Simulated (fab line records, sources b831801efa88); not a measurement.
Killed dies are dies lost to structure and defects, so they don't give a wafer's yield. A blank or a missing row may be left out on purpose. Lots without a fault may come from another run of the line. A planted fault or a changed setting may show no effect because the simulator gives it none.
fab line records | flow sky130
record lots=7 wafers=21 last_day=51
route steps=708 shown VIA1@472 METAL2@483
lots that met no fault: from a run of the same line without faults
start_h: hours from the record's first day to the start of the lot's first wafer shown | wait_h: hours since the lot's step before | " the same as in the row above | L1.1+2: a row that stands for several wafers | - no value, or no start given | * or withheld: withheld | < > ~ a bound
route shown NAME@n: a module of which the file shows steps, and the number in the route of the first | usual: mean/standard deviation of fault-free wafers | same: alike in all rows | chamber/n: place in a boat | sites: the reading at each site | _std_site: their standard deviation | _edge_site: outer sites' mean less inner sites' | radius_mm: how far each site lies from the wafer's centre | mask NAME#n: copy n | behind: the tool/chamber that last shaped the wafer | hold: why the lot was held/for how many hours/how that ended | device: the transistor (n, p or np) that didn't switch | end of line: the same wafers' tests at the end of the route | a step without rows: its recipe alone | killed: dies lost to structure and defects at the first sort, not the wafer's yield | map: a wafer's dies, x killed, . not, _ none there
set.NAME: the setting as run; set.NAME@STEP: as run at that earlier step | model.NAME: the simulator's own value behind a step, which no gauge read
lots at some steps of the route; a table a step, a row a wafer
services: from which hour (start_h, from the record's first day; less than 0 if before it) a tool's chamber was out of use, for how many hours, and why
## steps
# step SKY_VIA1_ETCH_14
# recipe chemistry=N2/H2 target=BARC ion_energy_ev=200 source_w=500 bias_w=100 pressure_mtorr=30 n2_flow_sccm=100 h2_flow_sccm=200 stop_on=SiO2 time_s=45.9 target_depth_a=600
# step SKY_VIA1_ETCH_15
# recipe target=SiO2 chemistry=C4F8/O2/Ar target_depth_nm=351 stop_on=TiN mask_material=KrF-thick source_w=1500 bias_w=1200 pressure_mtorr=40 c4f8_flow_sccm=withheld O2_flow_sccm=6 Ar_flow_sccm=300 time_s=54
# usual oes_product_au=0.982/0.0052
# same time_s=54
# columns lot.wafer tool chamber start_h wait_h oes_product_au rf_hours_counter_h
L623.2 rie_diel-03 2 887.64 0.0 0.976 8
L623.3 " 3 " " 0.972 7
L623.5 " 2 " " 0.973 -
L625.1 rie_diel-04 0 906.29 0.0 0.980 8
L625.2 " 3 " " 0.981 14
L625.3 " 2 " " 0.978 15
L627.4 rie_diel-04 1 912.69 0.0 0.982 11
L627.5 " 3 " " 0.980 -
L627.6 " 0 " " 0.989 -
L626.1 rie_diel-03 1 914.62 0.0 0.982 8
L626.3 " 3 " " 0.974 8
L626.4 " 2 " " 0.977 9
L634.1 rie_diel-03 1 954.89 0.0 0.978 9
L634.2 " 3 " " 0.975 9
L634.6 " 3 " " 0.984 -
L635.3 rie_diel-04 3 962.54 0.0 0.976 15
L635.5 " 0 " " 0.985 -
L635.6 " 1 " " 0.985 -
L636.1 rie_diel-04 1 972.22 0.0 0.987 13
L636.2 " 2 " " 0.987 16
L636.3 " 0 " " 0.984 10
# step SKY_VIA1_STRIP_16
# recipe chemistry=O2/N2 power_w=1400 pressure_mtorr=1500 platen_temp_c=withheld o2_flow_sccm=3000 n2_flow_sccm=300 overash_fraction=0.5
# step SKY_VIA1_STRIP_17
# recipe chemistry=post_etch_residue_remover time_s=1200 temp_c=72.5
# step SKY_VIA1_CLEAN_18
# recipe chemistry=IPA time_s=180 temp_c=25
# step SKY_VIA1_CLEAN_19
# recipe chemistry=O3/DIW dry=n2_spin
# step SKY_VIA1_SPUTTER_20
# recipe material=TiN target_thk_nm=20 chamber_pressure_pa=5 power_w=4000 time_s=80
# usual cathode_dc_power_W=4000.0/0.68 chamber_pressure_pa=4.999/0.0086 throttle_valve_pct=30.2/1.3
# same time_s=80
# columns lot.wafer tool chamber start_h wait_h cathode_dc_power_W chamber_pressure_pa throttle_valve_pct
L623.2 pvd_sputter-04 - 888.28 0.0 4000.7 5.004 29.3
L623.3 " - " " 4000.7 4.994 32.5
L623.5 " - " " 3999.2 5.004 29.6
L625.1 pvd_sputter-04 - 906.94 0.0 4000.3 4.983 31.8
L625.2 " - " " 3999.8 4.982 32.6
L625.3 " - " " 3999.1 4.996 29.5
L627.4 pvd_sputter-02 - 913.32 0.0 4001.0 4.991 29.7
L627.5 " - " " 3999.4 4.993 30.2
L627.6 " - " " 3999.0 4.992 29.9
L626.1 pvd_sputter-03 - 915.25 0.0 3999.6 5.000 28.9
L626.3 " - " " 3998.1 5.022 30.8
L626.4 " - " " 4000.0 4.990 28.9
L634.1 pvd_sputter-03 - 955.53 0.0 3999.3 4.997 30.3
L634.2 " - " " 4000.2 4.993 28.1
L634.6 " - " " 3999.5 4.989 28.5
L635.3 pvd_sputter-02 - 963.17 0.0 3999.4 5.010 30.2
L635.5 " - " " 3999.9 4.986 30.9
L635.6 " - " " 3999.7 5.000 29.7
L636.1 pvd_sputter-02 - 972.86 0.0 4001.4 4.997 31.0
L636.2 " - " " 4000.2 4.998 30.1
L636.3 " - " " 3999.0 5.007 30.2
# step SKY_VIA1_CVD_21
# recipe material=W target_thk_nm=270 time_s=80.902 temp_c=400 pressure_torr=40
# step SKY_VIA1_RS_MEAS_22
# recipe thk_meas_gauge=four-point-probe reads=W_of_VIA1_CVD_21+TiN_of_VIA1_SPUTTER_20
# usual VIA1_W_RS=0.432/0.0053
# columns lot.wafer tool chamber start_h wait_h VIA1_W_RS[ohm/sq]
L623.2 film_metro-02 - 888.45 0.1 0.430
L623.3 " - " " 0.429
L623.5 " - " " 0.434
L625.1 film_metro-04 - 907.09 0.1 0.441
L625.2 " - " " 0.432
L625.3 " - " " 0.434
L627.4 film_metro-04 - 913.54 0.1 0.433
L627.5 " - " " 0.439
L627.6 " - " " 0.427
L626.1 film_metro-03 - 915.41 0.1 0.437
L626.3 " - " " 0.434
L626.4 " - " " 0.438
L634.1 film_metro-04 - 955.68 0.1 0.432
L634.2 " - " " 0.427
L634.6 " - " " 0.426
L635.3 film_metro-02 - 963.37 0.1 0.413
L635.5 " - " " 0.414
L635.6 " - " " 0.422
L636.1 film_metro-04 - 973.01 0.1 0.434
L636.2 " - " " 0.431
L636.3 " - " " 0.438
# step SKY_VIA1_THK_MEAS_23
# recipe thk_meas_gauge=xrf reads=W_of_VIA1_CVD_21
# usual VIA1_W_THK=270/3.8
# columns lot.wafer tool chamber start_h wait_h VIA1_W_THK[nm]
L623.2 film_metro-02 - 888.56 0.1 268
L623.3 " - " " 268
L623.5 " - " " 266
L625.1 film_metro-04 - 907.21 0.1 265
L625.2 " - " " 269
L625.3 " - " " 267
L627.4 film_metro-04 - 913.63 0.1 270
L627.5 " - " " 266
L627.6 " - " " 272
L626.1 film_metro-03 - 915.53 0.1 272
L626.3 " - " " 273
L626.4 " - " " 269
L634.1 film_metro-04 - 955.80 0.1 270
L634.2 " - " " 274
L634.6 " - " " 272
L635.3 film_metro-02 - 963.47 0.1 281
L635.5 " - " " 281
L635.6 " - " " 277
L636.1 film_metro-04 - 973.13 0.1 269
L636.2 " - " " 270
L636.3 " - " " 265
# step SKY_VIA1_CMP_24
# recipe stop_on=SiO2 t_overpolish_s=15 down_force_psi=3.5 platen_rpm=60 target_thk_nm=0 pad_velocity_m_s=0.94248
# usual motor_current_A=10.7/0.59 overpolish_run_s=15.001/0.0087 platen_rpm=59.99/0.04 time_to_endpoint_s=64.4/2.9
# same t_overpolish_s=15
# columns lot.wafer tool chamber start_h wait_h motor_current_A overpolish_run_s platen_rpm time_to_endpoint_s
L623.3 cmp-02 1 888.66 0.1 10.7 15.000 60.01 63.6
L623.2 " 2 " " 11.1 15.015 59.95 62.5
L623.5 " 0 " " 11.0 15.012 60.01 64.9
L625.3 cmp-01 3 907.32 0.1 12.0 14.998 60.03 62.2
L625.1 " 0 " " 9.9 14.994 60.00 65.1
L625.2 " 1 " " 10.0 15.004 59.98 70.0
L627.4 cmp-02 0 913.69 0.1 10.7 15.002 60.03 60.4
L627.6 " 0 " " 10.9 14.994 59.92 62.4
L627.5 " 1 " " 10.5 15.004 59.96 57.5
L626.3 cmp-01 3 916.60 1.0 11.8 15.006 60.05 64.9
L626.4 " 1 " " 10.1 15.012 60.01 69.2
L626.1 " 2 " " 10.9 15.003 59.95 64.8
L634.2 cmp-01 1 955.91 0.1 10.4 15.002 59.97 62.6
L634.1 " 3 " " 11.4 15.004 60.02 61.0
L634.6 " 1 " " 10.3 14.995 60.01 65.2
L635.3 cmp-02 2 963.51 0.0 11.1 14.994 60.04 67.3
L635.6 " 2 " " 11.6 14.992 60.05 63.3
L635.5 " 3 " " 11.4 15.007 59.97 67.4
L636.1 cmp-01 2 973.66 0.5 11.0 14.992 59.97 62.6
L636.3 " 3 " " 11.3 14.982 59.96 57.9
L636.2 " 0 " " 9.3 15.006 59.96 64.8
# step SKY_METAL2_SPUTTER_00
# recipe material=Ti target_thk_nm=15 power_w=3000 time_s=10 chamber_pressure_pa=0.4
# usual cathode_dc_power_W=3000.0/0.57 chamber_pressure_pa=0.4001/0.00079 throttle_valve_pct=29.5/1
# same time_s=10
# columns lot.wafer tool chamber start_h wait_h cathode_dc_power_W chamber_pressure_pa throttle_valve_pct
L623.2 pvd_sputter-03 - 888.91 0.1 3001.0 0.3987 28.6
L623.3 " - " " 3000.0 0.4003 28.9
L623.5 " - " " 3000.2 0.3993 28.7
L625.1 pvd_sputter-01 - 907.57 0.1 3000.3 0.4004 28.1
L625.2 " - " " 2999.0 0.4013 27.7
L625.3 " - " " 2999.2 0.3994 30.2
L627.4 pvd_sputter-03 - 913.99 0.2 3001.1 0.4000 28.7
L627.5 " - " " 2999.1 0.4015 30.3
L627.6 " - " " 3000.5 0.4001 28.7
L626.1 pvd_sputter-01 - 916.90 0.1 3000.1 0.4003 30.4
L626.3 " - " " 2999.7 0.4017 29.9
L626.4 " - " " 3000.5 0.4004 28.0
L634.1 pvd_sputter-01 - 956.16 0.1 2999.2 0.4009 30.6
L634.2 " - " " 2999.7 0.3998 30.3
L634.6 " - " " 3000.3 0.4003 27.7
L635.3 pvd_sputter-02 - 963.81 0.2 3000.0 0.3995 29.7
L635.5 " - " " 2999.9 0.3998 29.7
L635.6 " - " " 2999.1 0.3989 30.1
L636.1 pvd_sputter-01 - 973.96 0.2 2998.4 0.3996 30.1
L636.2 " - " " 2999.6 0.3992 28.3
L636.3 " - " " 3001.2 0.4004 27.7
# step SKY_METAL2_SPUTTER_01
# recipe material=TiN target_thk_nm=20 power_w=6500 time_s=16.7 chamber_pressure_pa=0.4
# usual cathode_dc_power_W=6500.1/1.1 chamber_pressure_pa=0.3999/0.00088 throttle_valve_pct=29.5/1 time_s=16.7/0
# columns lot.wafer tool chamber start_h wait_h cathode_dc_power_W chamber_pressure_pa throttle_valve_pct time_s
L623.2 pvd_sputter-03 - 888.93 0.0 6500.5 0.3996 28.4 16.7
L623.3 " - " " 6499.0 0.3989 29.0 16.7
L623.5 " - " " 6499.9 0.4015 28.9 16.7
L625.1 pvd_sputter-01 - 907.59 0.0 - - - -
L625.2 " - " " - - - -
L625.3 " - " " - - - -
L627.4 pvd_sputter-03 - 914.01 0.0 - - - -
L627.5 " - " " - - - -
L627.6 " - " " - - - -
L626.1 pvd_sputter-01 - 916.92 0.0 - - - -
L626.3 " - " " - - - -
L626.4 " - " " - - - -
L634.1 pvd_sputter-01 - 956.19 0.0 6499.6 0.3992 30.3 16.7
L634.2 " - " " 6500.7 0.4020 30.2 16.7
L634.6 " - " " 6500.5 0.4005 28.0 16.7
L635.3 pvd_sputter-02 - 963.83 0.0 6498.9 0.3991 29.9 16.7
L635.5 " - " " 6500.9 0.4011 29.6 16.7
L635.6 " - " " 6500.8 0.4006 30.1 16.7
L636.1 pvd_sputter-01 - 973.98 0.0 6500.6 0.3994 30.2 16.7
L636.2 " - " " 6499.9 0.4008 28.2 16.7
L636.3 " - " " 6499.4 0.3996 28.1 16.7
# step SKY_METAL2_SPUTTER_02
# recipe material=AlCu target_thk_nm=250 power_w=10600 time_s=13.3 chamber_pressure_pa=0.4
# usual cathode_dc_power_W=10600/2 chamber_pressure_pa=0.4000/0.00079 throttle_valve_pct=29.5/1
# same time_s=13.3
# columns lot.wafer tool chamber start_h wait_h cathode_dc_power_W chamber_pressure_pa throttle_valve_pct
L623.2 pvd_sputter-03 - 888.96 0.0 10600 0.3987 28.5
L623.3 " - " " 10603 0.4001 29.0
L623.5 " - " " 10602 0.3998 29.0
L625.1 pvd_sputter-01 - 907.62 0.0 10603 0.3999 28.2
L625.2 " - " " 10599 0.3998 27.9
L625.3 " - " " 10602 0.4006 30.0
L627.4 pvd_sputter-03 - 914.04 0.0 10602 0.4002 28.9
L627.5 " - " " 10598 0.3987 30.6
L627.6 " - " " 10599 0.4008 28.6
L626.1 pvd_sputter-01 - 916.95 0.0 10597 0.3998 30.4
L626.3 " - " " 10603 0.3997 30.4
L626.4 " - " " 10601 0.3986 27.7
L634.1 pvd_sputter-01 - 956.21 0.0 10601 0.4001 30.3
L634.2 " - " " 10601 0.4009 30.1
L634.6 " - " " 10602 0.3994 27.8
L635.3 pvd_sputter-02 - 963.86 0.0 10599 0.3996 30.0
L635.5 " - " " 10602 0.4002 29.9
L635.6 " - " " 10599 0.3998 30.1
L636.1 pvd_sputter-01 - 974.01 0.0 10603 0.4001 30.2
L636.2 " - " " 10597 0.3999 28.4
L636.3 " - " " 10601 0.4006 27.9
## services
# columns tool chamber start_h hours kind
rie_diel-03 - 882.90 0.4 repair
pvd_sputter-01 - 884.99 2.0 repair
pvd_sputter-02 - 887.82 1.0 repair
pvd_sputter-03 - 889.66 6.3 repair
cmp-02 - 894.23 13.3 pm
cmp-01 - 912.00 4.0 pm
cmp-02 - 915.41 2.3 repair
cmp-01 - 916.00 - consumable_replace:conditioner
cmp-01 - 916.00 - consumable_replace:pad
rie_diel-03 1 917.02 7.1 repair
pvd_sputter-04 - 918.84 2.8 repair
rie_diel-03 - 944.15 0.2 repair
cmp-01 - 950.76 2.6 repair
pvd_sputter-01 - 964.91 0.7 repair
cmp-02 - 972.12 3.2 repair
## key
first_sign step=SKY_METAL2_SPUTTER_01 reading=tool_record direction=missing
effect none on later readings
met_at SKY_METAL2_SPUTTER_01
struck_wafers L625.1,L625.2,L625.3,L626.1,L626.3,L626.4,L627.4,L627.5,L627.6
later_rows_left_out L625.1,L625.2,L625.3,L626.1,L626.3,L626.4,L627.4,L627.5,L627.6
sort_left_out L625.1,L625.2,L625.3,L626.1,L626.3,L626.4,L627.4,L627.5,L627.6
onset_between 888.93 907.59
fault kind=skipped_step_whole tool=pvd_sputter-01,pvd_sputter-03 chamber=- onset_h=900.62 steps=SKY_METAL2_SPUTTER_01 scope=struck_lots_only
# sort_left_out: the simulated sort isn't trusted on such a fault, so these wafers' sort isn't shown, and their yield isn't known
# later_rows_left_out: the simulator's readings of these wafers behind a module that went badly wrong aren't trusted and aren't shown, but for the sort
